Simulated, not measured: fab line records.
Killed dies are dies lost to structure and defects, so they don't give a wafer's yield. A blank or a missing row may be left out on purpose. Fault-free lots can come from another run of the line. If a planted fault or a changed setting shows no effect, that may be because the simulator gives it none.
A lot that was struck, set against a sound lot + flow sky130 + 16 out of 708 route steps
Sound: the wafers L264.2, L264.3, L264.5. The struck wafers were L268.1, L268.3, L268.5. The cause is given at the end.
Per side, at each step with rows, come the tool, then ch with its chambers, and then its first start. Under that, the readings that differ: sound wafers + struck wafers + difference of the means + sigmas: that difference in standard deviations of wafers without a fault.
alike: readings with means less than 2 such deviations apart, plus words and numbers identical on both sides. not compared: withheld readings, readings lacking a value on some wafer, bounds such as >300 that could conceal the same value, and numbers that have no deviation in the record and whose values overlap.
A row with sigmas, a row that says differs or no value, or rows on one side alone: a step with any of these is where the two part. Numbers that have no deviation but don't overlap get no sigmas and don't part them. Lack of a reading on every wafer of one side parts them only where that side has two or more wafers.

first, 2 steps without rows for these wafers: SKY_VT_ADJUST_LVTN_PEB_16; SKY_VT_ADJUST_LVTN_DEVELOP_17 (develop time 60 s).
SKY_VT_ADJUST_LVTN_OVL_MEAS_18:
  sound on overlay-02 at day 11 08:26; struck on overlay-02 at day 12 13:08
  alike: VT_ADJUST_LVTN_01_OVL
then, 1 step without rows for these wafers: SKY_VT_ADJUST_LVTN_IMPLANT_19.
SKY_VT_ADJUST_LVTN_STRIP_20: strips in O2/N2.
  sound on plasma_asher-03 ch 0,1, day 11 08:37; struck on plasma_asher-03 ch 0,1, day 12 13:19
  alike: drypump_motor_current_A, oes_product_au, strip_time_to_endpoint_s
  not compared: rf_hours_counter_h
SKY_VT_ADJUST_LVTN_TW_MEAS_21:
  sound on film_metro-02 at day 11 08:44; struck on film_metro-01 at day 12 13:25
  alike: VT_ADJUST_LVTN_2_TW
then, 6 steps without rows for these wafers: SKY_VT_ADJUST_NCORE_DEHYDRATE_00 (time 60 s); SKY_VT_ADJUST_NCORE_HMDS_01 (prime time 60 s); SKY_VT_ADJUST_NCORE_COAT_02 (resist thk 1140 nm); SKY_VT_ADJUST_NCORE_SOFTBAKE_03 (time 60 s); SKY_VT_ADJUST_NCORE_EXPOSE_04 (exposes mask LVTN COMPLEMENT THIN, target cd 380 nm); SKY_VT_ADJUST_NCORE_PEB_05.
SKY_VT_ADJUST_NCORE_DEVELOP_06: develop time 60 s.
  sound on litho_track-04 ch 0, day 12 08:28; struck on litho_track-04 ch 0, day 13 14:38
SKY_VT_ADJUST_NCORE_CD_MEAS_07: the cd target is 380 nm.
  sound on cd_sem-02 at day 12 08:37; struck on cd_sem-02 at day 13 14:47
| reading    | sound             | struck            | difference | sigmas |
|------------|-------------------|-------------------|------------|--------|
| cd_nm (nm) | 381.3 380.5 378.1 | 369.3 364.9 368.4 | -12.4      | -6     |
SKY_VT_ADJUST_NCORE_OVL_MEAS_08:
  sound on overlay-01 at day 12 08:43; struck on overlay-01 at day 13 14:55
  alike: VT_ADJUST_NCORE_OVL
-- record jumps: 36 days separate the struck wafers' starts on either side; left off in module VT_ADJUST_NCORE, taken up again in module PAD_OPEN, whose first shown step is the route's number 708 --
SKY_PAD_OPEN_PROBE_99:
  sound on prober-01 at day 48 22:07; struck on prober-01 at day 49 20:21
  alike: killed_at_M0_to_M3, killed_at_M4_up, killed_at_contacts, killed_at_front_end, killed_at_other, killed_dies, killed_open, killed_short

== WHERE THEY PART ==
Only at SKY_VT_ADJUST_NCORE_CD_MEAS_07, as far as this record shows. Later steps at which nothing parts them and some readings are alike: SKY_VT_ADJUST_NCORE_OVL_MEAS_08, SKY_PAD_OPEN_PROBE_99.

WHY: the cause the simulator had injected
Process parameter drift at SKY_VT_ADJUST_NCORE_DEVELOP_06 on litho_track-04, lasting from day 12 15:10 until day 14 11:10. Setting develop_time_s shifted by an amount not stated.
